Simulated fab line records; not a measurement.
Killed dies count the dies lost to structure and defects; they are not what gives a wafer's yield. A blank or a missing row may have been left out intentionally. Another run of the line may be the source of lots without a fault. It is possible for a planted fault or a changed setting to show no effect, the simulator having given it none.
Matching of chambers	flow gf180mcu	4 sister chambers for GF_STI_CMP_25 on cmp-02
The step polishes, stops on Si3N4, t overpolish 33 s, target thk 524.6 nm. 8 wafers are shown with their chamber, then 7 later ones without.

## WAFERS WITH THEIR CHAMBER
wafer	chamber	motorCurrentA (A)
L114.4	3	10.8
L115.1	2	11.6
L115.3	3	11.0
L116.1	2	10.7
L116.4	0	11.3
L116.5	1	11.4
L125.1	1	11.4
L125.3	0	11.1

## WAFERS MISSING THEIR CHAMBER
wafer	motorCurrentA (A)
L125.6	11.8
L126.4	11.2
L126.5	10.4
L126.6	10.7
L130.2	11.7
L130.3	10.8
L130.6	11.8

## THE CHAMBER EACH PASSED THROUGH
wafer	from the rows above	in truth
L125.6	can't be placed: 1 or 0 or 2 or 3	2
L126.4	can't be placed: 0 or 2 or 1 or 3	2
L126.5	can't be placed: 3 or 2 or 0 or 1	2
L126.6	can't be placed: 3 or 2 or 0 or 1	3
L130.2	can't be placed: 1 or 0 or 2 or 3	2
L130.3	can't be placed: 3 or 2 or 0 or 1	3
L130.6	can't be placed: 1 or 0 or 2 or 3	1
Placed correctly: 0 of 7. Not placeable from these rows: 7 (in 7, the candidates include the true chamber). 0 placed wrongly.
How it was worked out, from the rows above alone: a wafer's distance from a chamber is the root of the sum, over the readings, of the square of ((its reading less the chamber's mean) divided by the reading's scatter). If the next closest chamber is less than 2 further off than the closest, the wafer can't be placed; otherwise it belongs to the closest. Each chamber's mean is taken over the wafers shown for it. The scatter: take each reading less its chamber's mean, square it, sum over the shown wafers, divide by the number of wafers less the number of chambers, and take the root.
